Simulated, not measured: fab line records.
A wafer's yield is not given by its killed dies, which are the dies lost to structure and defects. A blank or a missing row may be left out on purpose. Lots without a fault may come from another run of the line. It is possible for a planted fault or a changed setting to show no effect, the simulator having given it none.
fab line records + flow sky130
[record]
- lots = 5
- wafers = 15
- lastDay = 50
route steps=708 shown METAL2@497 VIA2@507 PAD_OPEN@708
lots with no fault: from the same line, run without faults
startH: the number of hours between the record's first day and the start of the first shown wafer of the lot + waitH: time in hours since the lot's previous step + " same as the row above + L1.1+2: several wafers, shown together as one row + - value missing, or start not given + * or withheld: withheld + < > ~ a bound
route shown NAME@n: a module of which the file shows steps, and the number in the route of the first + usual: average and standard deviation across the fault-free wafers + same: alike in all rows + chamber/n: place in a boat + sites: readings site by site + _std_site: standard deviation across them + _edge_site: inner sites' mean taken away from outer sites' mean + radiusMm: for every site, how far away it sits from the centre of the wafer + mask NAME#n: copy n + behind: tool/chamber where the wafer was last shaped + hold: the reason the lot was held/the length of the hold in hours/how it ended + device: whichever transistor did not switch (one of n, p or np) + end of line: the same wafers' tests at the end of the route + where a step has no rows: the recipe by itself + killed: dies that structure and defects cost at the first sort, which is not the same as the wafer's yield + map: the dies of a wafer, with x for killed, . for not killed, _ for no die there
set.NAME: the run value of the setting; set.NAME@STEP: its run value at that earlier step + model.NAME: the simulator's own value behind a step, which no gauge read
lots seen at some steps along the route; tables by step, rows by wafer
services: a tool's chamber out of use, with start hour (startH, from the record's first day; less than 0 if before it), hours out, and reason
[[steps]]
[step SKY_METAL2_DEVELOP_14]
[recipe]
- developTimeS = 60
- resist = KrF-thick
- devTempC = 21
[step SKY_METAL2_CD_MEAS_15]
[recipe]
- targetCdNm = 140
[usual]
- cdNm = 139.8/1.7
| lot.wafer | tool     | chamber | startH | waitH | cdNm  |
|-----------|----------|---------|--------|-------|-------|
| L782.1    | cdSem-02 | -       | 829.99 | -     | 138.8 |
| L782.3    | "        | -       | "      | "     | 138.4 |
| L782.5    | "        | -       | "      | "     | 138.9 |
| L793.4    | cdSem-01 | -       | 911.09 | -     | 139.4 |
| L793.5    | "        | -       | "      | "     | 139.0 |
| L793.6    | "        | -       | "      | "     | 137.8 |
| L798.3    | cdSem-01 | -       | 945.58 | -     | 140.2 |
| L798.4    | "        | -       | "      | "     | 142.0 |
| L798.5    | "        | -       | "      | "     | 140.9 |
| L800.3    | cdSem-02 | -       | 964.24 | -     | 139.4 |
| L800.5    | "        | -       | "      | "     | 138.5 |
| L800.6    | "        | -       | "      | "     | 139.1 |
| L804.1    | cdSem-01 | -       | 990.15 | -     | 140.6 |
| L804.3    | "        | -       | "      | "     | 139.9 |
| L804.4    | "        | -       | "      | "     | 139.4 |
[step SKY_METAL2_OVL_MEAS_16]
[usual]
- METAL2_OVL = 1/5.6
| lot.wafer | tool       | chamber | startH | waitH | METAL2_OVL[nm] |
|-----------|------------|---------|--------|-------|----------------|
| L782.1    | overlay-01 | -       | 830.11 | 0.1   | 7              |
| L782.3    | "          | -       | "      | "     | 9              |
| L782.5    | "          | -       | "      | "     | 1              |
| L793.4    | overlay-02 | -       | 911.16 | 0.1   | 5              |
| L793.5    | "          | -       | "      | "     | -3             |
| L793.6    | "          | -       | "      | "     | 0              |
| L798.3    | overlay-01 | -       | 945.67 | 0.1   | -5             |
| L798.4    | "          | -       | "      | "     | 2              |
| L798.5    | "          | -       | "      | "     | -4             |
| L800.3    | overlay-02 | -       | 964.33 | 0.1   | -14            |
| L800.5    | "          | -       | "      | "     | -4             |
| L800.6    | "          | -       | "      | "     | -15            |
| L804.1    | overlay-01 | -       | 990.27 | 0.1   | 2              |
| L804.3    | "          | -       | "      | "     | -3             |
| L804.4    | "          | -       | "      | "     | -4             |
[step SKY_METAL2_DESCUM_17]
[recipe]
- chemistry = O2
- sourcePowerW = 150
- biasPowerW = 0
- pressureMtorr = 10
- tempC = 40
- timeS = 8
[usual]
- drypumpMotorCurrentA = 5.4/0.48
- oesProductAu = 0.999/0.007
| lot.wafer | tool        | chamber | startH | waitH | drypumpMotorCurrentA | oesProductAu | rfHoursCounterH |
|-----------|-------------|---------|--------|-------|----------------------|--------------|-----------------|
| L782.1    | rieMetal-02 | 0       | 830.14 | 0.0   | 4.8                  | 1.009        | 7               |
| L782.3    | "           | 1       | "      | "     | 5.7                  | 1.010        | -               |
| L782.5    | "           | 0       | "      | "     | 4.8                  | 1.001        | -               |
| L793.4    | rieMetal-02 | 0       | 911.19 | 0.0   | 4.8                  | 1.001        | -               |
| L793.5    | "           | 0       | "      | "     | 4.8                  | 1.007        | -               |
| L793.6    | "           | 1       | "      | "     | 5.7                  | 0.997        | -               |
| L798.3    | rieMetal-02 | 1       | 945.70 | 0.0   | 5.7                  | 0.995        | -               |
| L798.4    | "           | 0       | "      | "     | 4.8                  | 1.008        | -               |
| L798.5    | "           | 0       | "      | "     | 4.8                  | 1.004        | -               |
| L800.3    | rieMetal-03 | 0       | 964.36 | 0.0   | 6.1                  | 0.993        | -               |
| L800.5    | "           | 1       | "      | "     | 5.0                  | 0.989        | -               |
| L800.6    | "           | 0       | "      | "     | 6.1                  | 0.986        | -               |
| L804.1    | rieMetal-01 | 1       | 990.30 | 0.0   | 5.8                  | 0.995        | 13              |
| L804.3    | "           | 0       | "      | "     | 5.6                  | 0.995        | -               |
| L804.4    | "           | 1       | "      | "     | 5.8                  | 0.995        | -               |
[step SKY_METAL2_ETCH_18]
[recipe]
- chemistry = N2/H2
- target = BARC
- ionEnergyEv = 200
- biasW = 100
- pressureMtorr = 30
- n2FlowSccm = 100
- h2FlowSccm = 200
- icpW = 500
- stopOn = SiO2
- timeS = 45.9
- targetDepthA = 600
[usual]
- drypumpMotorCurrentA = 5.4/0.48
- oesProductAu = 0.855/0.0046
- throttleValvePct = 13.223/0.009
| lot.wafer | tool        | chamber | startH | waitH | drypumpMotorCurrentA | oesProductAu | rfHoursCounterH | throttleValvePct |
|-----------|-------------|---------|--------|-------|----------------------|--------------|-----------------|------------------|
| L782.1    | rieMetal-02 | 0       | 830.18 | 0.0   | 4.8                  | 0.857        | 7               | 13.214           |
| L782.3    | "           | 1       | "      | "     | 5.7                  | 0.853        | -               | 13.218           |
| L782.5    | "           | 0       | "      | "     | 4.8                  | 0.856        | -               | 13.227           |
| L793.4    | rieMetal-02 | 0       | 911.24 | 0.0   | 4.8                  | 0.860        | -               | 13.210           |
| L793.5    | "           | 0       | "      | "     | 4.8                  | 0.858        | -               | 13.238           |
| L793.6    | "           | 1       | "      | "     | 5.7                  | 0.865        | -               | 13.208           |
| L798.3    | rieMetal-02 | 1       | 945.75 | 0.0   | 5.7                  | 0.851        | -               | 13.209           |
| L798.4    | "           | 0       | "      | "     | 4.8                  | 0.847        | -               | 13.224           |
| L798.5    | "           | 0       | "      | "     | 4.8                  | 0.846        | -               | 13.223           |
| L800.3    | rieMetal-03 | 0       | 964.41 | 0.0   | 6.1                  | 0.848        | -               | 13.224           |
| L800.5    | "           | 1       | "      | "     | 5.1                  | 0.851        | -               | 13.237           |
| L800.6    | "           | 0       | "      | "     | 6.1                  | 0.851        | -               | 13.218           |
| L804.1    | rieMetal-01 | 1       | 990.33 | 0.0   | 5.9                  | 0.848        | 13              | 13.224           |
| L804.3    | "           | 0       | "      | "     | 5.7                  | 0.853        | -               | 13.226           |
| L804.4    | "           | 1       | "      | "     | 5.8                  | 0.855        | -               | 13.232           |
[step SKY_METAL2_METAL_ETCH_19]
[recipe]
- targetDepthA = 3600
- stopOn = SiO2
- overEtchFrac = 0.3
- timeS = 78
- chemistry = Cl2/BCl3
- resistSidewallDeg = 88
- pressureMtorr = 10
- icpW = 900
- biasW = 48.5
- Cl2_flow_sccm = 60
- bcl3FlowSccm = 30
[usual]
- drypumpMotorCurrentA = 5.4/0.48
- oesProductAu = 0.854/0.0061
- throttleValvePct = 22.263/0.0094
| lot.wafer | tool        | chamber | startH | waitH | drypumpMotorCurrentA | oesProductAu | rfHoursCounterH | throttleValvePct |
|-----------|-------------|---------|--------|-------|----------------------|--------------|-----------------|------------------|
| L782.1    | rieMetal-02 | 0       | 830.24 | 0.0   | 4.8                  | 0.851        | 7               | 22.247           |
| L782.3    | "           | 1       | "      | "     | 5.7                  | 0.860        | -               | 22.251           |
| L782.5    | "           | 0       | "      | "     | 4.8                  | 0.851        | -               | 22.259           |
| L793.4    | rieMetal-02 | 0       | 911.31 | 0.1   | 4.8                  | 0.850        | -               | 22.265           |
| L793.5    | "           | 0       | "      | "     | 4.8                  | 0.854        | -               | 22.244           |
| L793.6    | "           | 1       | "      | "     | 5.7                  | 0.857        | -               | 22.260           |
| L798.3    | rieMetal-02 | 1       | 945.82 | 0.1   | 5.7                  | 0.844        | -               | 22.272           |
| L798.4    | "           | 0       | "      | "     | 4.8                  | 0.850        | -               | 22.252           |
| L798.5    | "           | 0       | "      | "     | 4.8                  | 0.839        | -               | 22.259           |
| L800.3    | rieMetal-03 | 0       | 964.48 | 0.1   | 6.1                  | 0.850        | -               | 22.264           |
| L800.5    | "           | 1       | "      | "     | 5.0                  | 0.860        | -               | 22.256           |
| L800.6    | "           | 0       | "      | "     | 6.1                  | 0.862        | -               | 22.261           |
| L804.1    | rieMetal-01 | 1       | 990.40 | 0.0   | 5.8                  | 0.859        | 13              | 22.266           |
| L804.3    | "           | 0       | "      | "     | 5.6                  | 0.852        | -               | 22.264           |
| L804.4    | "           | 1       | "      | "     | 5.8                  | 0.858        | -               | 22.274           |
[step SKY_METAL2_STRIP_20]
[recipe]
- chemistry = O2/N2
- powerW = 1400
- pressureMtorr = 1500
- platenTempC = withheld
- o2FlowSccm = 3000
- n2FlowSccm = 300
- overashFraction = 0.5
[usual]
- drypumpMotorCurrentA = 5.7/0.3
- oesProductAu = 0.343/0.0046
- stripTimeToEndpointS = 2.703/0.027
| lot.wafer | tool           | chamber | startH | waitH | drypumpMotorCurrentA | oesProductAu | rfHoursCounterH | stripTimeToEndpointS |
|-----------|----------------|---------|--------|-------|----------------------|--------------|-----------------|----------------------|
| L782.1    | plasmaAsher-01 | 1       | 830.33 | 0.1   | 5.9                  | 0.344        | 40              | 2.719                |
| L782.3    | "              | 0       | "      | "     | 5.0                  | 0.344        | -               | 2.717                |
| L782.5    | "              | 1       | "      | "     | 5.9                  | 0.345        | -               | 2.712                |
| L793.4    | plasmaAsher-03 | 0       | 911.40 | 0.1   | 5.5                  | 0.337        | -               | 2.738                |
| L793.5    | "              | 1       | "      | "     | 5.6                  | 0.343        | -               | 2.725                |
| L793.6    | "              | 0       | "      | "     | 5.5                  | 0.343        | -               | 2.747                |
| L798.3    | plasmaAsher-03 | 1       | 945.91 | 0.1   | 5.6                  | 0.347        | -               | 2.723                |
| L798.4    | "              | 0       | "      | "     | 5.5                  | 0.346        | -               | 2.725                |
| L798.5    | "              | 1       | "      | "     | 5.6                  | 0.349        | -               | 2.709                |
| L800.3    | plasmaAsher-02 | 1       | 964.57 | 0.1   | 5.6                  | 0.341        | -               | 2.717                |
| L800.5    | "              | 1       | "      | "     | 5.7                  | 0.344        | -               | 2.715                |
| L800.6    | "              | 0       | "      | "     | 6.0                  | 0.337        | -               | 2.679                |
| L804.1    | plasmaAsher-03 | 1       | 990.49 | 0.1   | 5.6                  | 0.338        | 86              | 2.680                |
| L804.3    | "              | 0       | "      | "     | 5.5                  | 0.337        | -               | 2.677                |
| L804.4    | "              | 1       | "      | "     | 5.6                  | 0.346        | -               | 2.684                |
[step SKY_METAL2_STRIP_21]
[recipe]
- chemistry = postEtchResidueRemover
- timeS = 1200
- tempC = 72.5
[step SKY_METAL2_CLEAN_22]
[recipe]
- chemistry = IPA
- timeS = 180
- tempC = 25
[step SKY_METAL2_CLEAN_23]
[recipe]
- chemistry = O3/DIW
- dry = n2Spin
[step SKY_VIA2_HDPCVD_00]
[recipe]
- material = SiO2
- targetThkNm = 1180
- sigmaOpenFrac = 0.3
- timeS = 196.7
- tempC = 400
- sih4FlowSccm = 60
- pressureMtorr = 6
[step SKY_VIA2_THK_MEAS_01]
[recipe]
- reads = SiO2_of_VIA2_HDPCVD_00
[usual]
- VIA2_HDPCVD_THK = 1186/9.8
| lot.wafer | tool         | chamber | startH | waitH | VIA2_HDPCVD_THK[nm] |
|-----------|--------------|---------|--------|-------|---------------------|
| L782.1    | filmMetro-01 | -       | 831.08 | 0.1   | 1181                |
| L782.3    | "            | -       | "      | "     | 1195                |
| L782.5    | "            | -       | "      | "     | 1189                |
| L793.4    | filmMetro-01 | -       | 912.12 | 0.0   | 1190                |
| L793.5    | "            | -       | "      | "     | 1192                |
| L793.6    | "            | -       | "      | "     | 1193                |
| L798.3    | filmMetro-01 | -       | 946.66 | 0.1   | 1186                |
| L798.4    | "            | -       | "      | "     | 1190                |
| L798.5    | "            | -       | "      | "     | 1186                |
| L800.3    | filmMetro-01 | -       | 965.28 | 0.1   | 1180                |
| L800.5    | "            | -       | "      | "     | 1176                |
| L800.6    | "            | -       | "      | "     | 1182                |
| L804.1    | filmMetro-02 | -       | 991.21 | 0.1   | 1202                |
| L804.3    | "            | -       | "      | "     | 1210                |
| L804.4    | "            | -       | "      | "     | 1198                |
[step SKY_VIA2_CMP_02]
[recipe]
- material = SiO2
- downForcePsi = 4
- platenRpm = 60
- padVelocityMS = 0.94248
[usual]
- motorCurrentA = 12.6/1.2
- platenRpm = 60.00/0.041
| lot.wafer | tool   | chamber | startH | waitH | motorCurrentA | platenRpm |
|-----------|--------|---------|--------|-------|---------------|-----------|
| L782.1    | cmp-02 | 0       | 831.14 | 0.1   | 13.8          | 60.02     |
| L782.3    | "      | 2       | "      | "     | 14.6          | 60.01     |
| L782.5    | "      | 1       | "      | "     | 11.7          | 60.04     |
| L793.4    | cmp-02 | 3       | 912.15 | 0.0   | 12.0          | 60.00     |
| L793.5    | "      | 3       | "      | "     | 12.3          | 59.99     |
| L793.6    | "      | 0       | "      | "     | 12.9          | 59.97     |
| L798.3    | cmp-02 | 1       | 946.70 | 0.0   | 12.4          | 53.97     |
| L798.4    | "      | 3       | "      | "     | 12.0          | 60.01     |
| L798.5    | "      | 1       | "      | "     | 11.9          | 53.99     |
| L800.3    | cmp-01 | 1       | 965.47 | 0.2   | 11.9          | 60.09     |
| L800.5    | "      | 2       | "      | "     | 10.8          | 60.04     |
| L800.6    | "      | 3       | "      | "     | 11.2          | 60.03     |
| L804.1    | cmp-01 | 3       | 991.27 | 0.1   | 10.9          | 59.95     |
| L804.4    | "      | 0       | "      | "     | 14.1          | 59.97     |
| L804.3    | "      | 1       | "      | "     | 12.1          | 60.00     |
[step SKY_VIA2_BOW_MEAS_03]
[recipe]
- mode = bow
[usual]
- VIA2_BOW = 85/7.1
| lot.wafer | tool         | chamber | startH | waitH | VIA2_BOW[um] |
|-----------|--------------|---------|--------|-------|--------------|
| L782.1    | filmMetro-02 | -       | 831.44 | 0.2   | 81           |
| L782.3    | "            | -       | "      | "     | 76           |
| L782.5    | "            | -       | "      | "     | 79           |
| L793.4    | filmMetro-02 | -       | 912.51 | 0.3   | 95           |
| L793.5    | "            | -       | "      | "     | 95           |
| L793.6    | "            | -       | "      | "     | 76           |
| L798.3    | filmMetro-03 | -       | 947.04 | 0.3   | 92           |
| L798.4    | "            | -       | "      | "     | 82           |
| L798.5    | "            | -       | "      | "     | 83           |
| L800.3    | filmMetro-03 | -       | 965.66 | 0.1   | 91           |
| L800.5    | "            | -       | "      | "     | 75           |
| L800.6    | "            | -       | "      | "     | 73           |
| L804.1    | filmMetro-03 | -       | 991.57 | 0.2   | 92           |
| L804.3    | "            | -       | "      | "     | 72           |
| L804.4    | "            | -       | "      | "     | 78           |
[step SKY_PAD_OPEN_PROBE_99]
[usual]
- defectLimitedYield = 82.4/1.8
- killed_at_M0_to_M3 = 44/7.2
- killed_at_M4_up = 3.5/1.8
- killedAtContacts = 25/5.1
- killedAtFrontEnd = 14/4.4
- killedAtOther = 0.4/0.58
- killedDies = 87/9.1
- killedOnRim = 17/3.9
- killedOpen = 48/6.9
- killedShort = 38/6.3
- sort_bin_3_pad_short = 0.9/0.43
- sort_bin_5_function = 10.5/1.5
- sort_bin_6_memory = 6.3/1.1
- sortNPass = 405/9.1
- sortYieldPct = 82.4/1.8
[same]
- grossDies = 492
- killedAtBackSide = 0
- sort_bin_4_leakage[%] = 0
- sort_bin_8_speed[%] = 0
| lot.wafer | tool      | chamber | startH  | waitH | defectLimitedYield[%] | killed_at_M0_to_M3 | killed_at_M4_up | killedAtContacts | killedAtFrontEnd | killedAtOther | killedDies | killedOnRim | killedOpen | killedShort | sort_bin_3_pad_short[%] | sort_bin_5_function[%] | sort_bin_6_memory[%] | sortNPass | sortYieldPct[%] |
|-----------|-----------|---------|---------|-------|-----------------------|--------------------|-----------------|------------------|------------------|---------------|------------|-------------|------------|-------------|-------------------------|------------------------|----------------------|-----------|-----------------|
| L798.3    | prober-02 | -       | 1172.45 | 0.2   | 80.5                  | 44                 | 5               | 34               | 13               | 0             | 96         | 19          | 55         | 40          | 1.2                     | 11.0                   | 7.3                  | 396       | 80.5            |
| L798.4    | prober-02 | -       | 1172.50 | 0.2   | 80.9                  | 34                 | 10              | 30               | 20               | 0             | 94         | 21          | 50         | 44          | 0.8                     | 12.6                   | 5.7                  | 398       | 80.9            |
| L798.5    | prober-02 | -       | 1172.55 | 0.2   | 81.3                  | 41                 | 5               | 32               | 14               | 0             | 92         | 22          | 51         | 41          | 0.4                     | 10.8                   | 7.5                  | 400       | 81.3            |
| L800.3    | prober-02 | -       | 1185.96 | 0.2   | 83.7                  | 47                 | 0               | 21               | 12               | 0             | 80         | 12          | 50         | 30          | 1.4                     | 8.9                    | 5.9                  | 412       | 83.7            |
| L800.5    | prober-02 | -       | 1186.06 | 0.2   | 81.3                  | 41                 | 2               | 29               | 20               | 0             | 92         | 13          | 49         | 43          | 1.2                     | 10.8                   | 6.7                  | 400       | 81.3            |
| L800.6    | prober-02 | -       | 1186.11 | 0.2   | 84.1                  | 39                 | 2               | 19               | 17               | 1             | 78         | 15          | 39         | 38          | 1.0                     | 9.1                    | 5.7                  | 414       | 84.1            |
| L804.1    | prober-02 | -       | 1200.66 | 0.1   | 79.1                  | 55                 | 3               | 26               | 19               | 0             | 103        | 19          | 58         | 45          | 0.8                     | 11.6                   | 8.5                  | 389       | 79.1            |
| L804.3    | prober-02 | -       | 1200.76 | 0.2   | 80.7                  | 37                 | 6               | 32               | 20               | 0             | 95         | 19          | 60         | 35          | 0.6                     | 11.6                   | 7.1                  | 397       | 80.7            |
| L804.4    | prober-02 | -       | 1200.81 | 0.2   | 81.7                  | 53                 | 3               | 23               | 11               | 0             | 90         | 14          | 52         | 38          | 0.6                     | 9.8                    | 7.9                  | 402       | 81.7            |
// killed by level:class
L798.3 CONTACT:geometricParticle:open=16 METAL1:geometricParticle:short=9 LI_CONTACT:geometricParticle:open=8 VIA1:geometricParticle:open=7 VIA2:geometricParticle:open=7 POLY_GATE:geometricParticle:open=6 METAL2:geometricParticle:short=6 VIA3:geometricParticle:open=5
L798.4 CONTACT:geometricParticle:open=13 LI_CONTACT:geometricParticle:open=7 METAL2:geometricParticle:short=7 FIELD_ISO:geometricParticle:open=6 METAL4:geometricParticle:short=6 POLY_GATE:geometricParticle:open=5 VIA1:geometricParticle:open=5 VIA1:geometricParticle:short=5
L798.5 CONTACT:geometricParticle:open=10 VIA3:geometricParticle:open=8 LI_CONTACT:geometricParticle:open=6 CONTACT:geometricParticle:short=6 VIA1:geometricParticle:open=6 VIA2:geometricParticle:open=6 METAL1:geometricParticle:short=5 LI_CONTACT:geometricParticle:short=5
L800.3 CONTACT:geometricParticle:open=9 VIA1:geometricParticle:open=9 VIA2:geometricParticle:open=7 VIA3:geometricParticle:open=6 METAL2:geometricParticle:short=6 CONTACT:geometricParticle:short=5 POLY_GATE:geometricParticle:open=4 METAL1:geometricParticle:short=4
L800.5 VIA2:geometricParticle:open=11 CONTACT:geometricParticle:open=7 LI_CONTACT:geometricParticle:open=7 CONTACT:geometricParticle:short=7 VIA1:geometricParticle:short=7 FIELD_ISO:geometricParticle:open=6 FIELD_ISO:geometricParticle:short=5 LOCAL_INTERCONNECT:geometricParticle:short=5
L800.6 VIA1:geometricParticle:open=13 FIELD_ISO:geometricParticle:short=7 VIA2:geometricParticle:open=7 POLY_GATE:geometricParticle:short=6 CONTACT:geometricParticle:open=6 METAL2:geometricParticle:short=5 LI_CONTACT:geometricParticle:open=5 METAL1:geometricParticle:short=4
L804.1 VIA1:geometricParticle:open=21 CONTACT:geometricParticle:open=9 CONTACT:geometricParticle:short=9 VIA2:geometricParticle:open=8 METAL2:geometricParticle:short=8 POLY_GATE:geometricParticle:short=7 VIA3:geometricParticle:open=6 POLY_GATE:geometricParticle:open=5
L804.3 VIA1:geometricParticle:open=12 CONTACT:geometricParticle:open=12 LI_CONTACT:geometricParticle:open=9 FIELD_ISO:geometricParticle:open=8 VIA2:geometricParticle:open=5 FIELD_ISO:geometricParticle:short=4 POLY_GATE:geometricParticle:open=4 VIA1:geometricParticle:short=4
L804.4 VIA1:geometricParticle:open=16 VIA2:geometricParticle:open=8 VIA3:geometricParticle:open=8 CONTACT:geometricParticle:short=6 CONTACT:geometricParticle:open=6 LI_CONTACT:geometricParticle:open=5 METAL2:geometricParticle:short=5 VIA2:geometricParticle:short=5
[[services]]
| tool           | chamber | startH | hours | kind                          |
|----------------|---------|--------|-------|-------------------------------|
| cmp-01         | -       | 807.60 | 0.4   | repair                        |
| cmp-02         | -       | 811.84 | 2.3   | repair                        |
| rieMetal-01    | 1       | 813.56 | 5.7   | repair                        |
| cmp-01         | -       | 822.49 | 15.5  | pm                            |
| cmp-02         | -       | 838.15 | 7.0   | pm                            |
| cmp-01         | -       | 852.07 | 6.3   | repair                        |
| cmp-01         | -       | 854.87 | 1.4   | repair                        |
| plasmaAsher-01 | -       | 858.16 | 7.7   | repair                        |
| cmp-02         | -       | 860.16 | 3.2   | pm                            |
| cmp-02         | -       | 907.59 | 3.9   | repair                        |
| cmp-01         | -       | 912.12 | 4.0   | pm                            |
| cmp-01         | -       | 916.12 | -     | consumableReplace:conditioner |
| plasmaAsher-03 | -       | 919.48 | 2.4   | repair                        |
| rieMetal-03    | 1       | 934.91 | 2.4   | repair                        |
| cmp-01         | -       | 937.70 | 15.6  | repair                        |
| cmp-01         | -       | 943.40 | 0.6   | repair                        |
| plasmaAsher-03 | -       | 948.72 | 15.6  | pm                            |
| cmp-01         | -       | 967.69 | 0.7   | repair                        |
| plasmaAsher-03 | -       | 968.03 | 0.8   | repair                        |
| cmp-02         | -       | 971.85 | 2.5   | repair                        |
| rieMetal-02    | 1       | 985.47 | 3.7   | repair                        |
| rieMetal-02    | 1       | 989.14 | -     | clean                         |
| rieMetal-02    | 1       | 989.14 | 25.7  | scheduledDown                 |
| rieMetal-02    | 1       | 989.14 | 25.7  | ventCycle                     |
[[key]]
[firstSign]
- step = SKY_VIA2_CMP_02
- reading = platenRpm
- direction = down
- sigmas = 99+
- usual = 60.00
- struck = 53.98
effect none on later readings
metAt SKY_VIA2_CMP_02
struckWafers L798.3,L798.5
onsetBetween 831.14 946.70
[fault]
- kind = processParameterDrift
- tool = cmp-02
- chamber = 1
- onsetH = 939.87
- steps = SKY_VIA2_CMP_02
- channel = platenRpm
- offset = -6
- shape = step
- endH = 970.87
- actsIn = theseRecipesOnly
- stated = 60
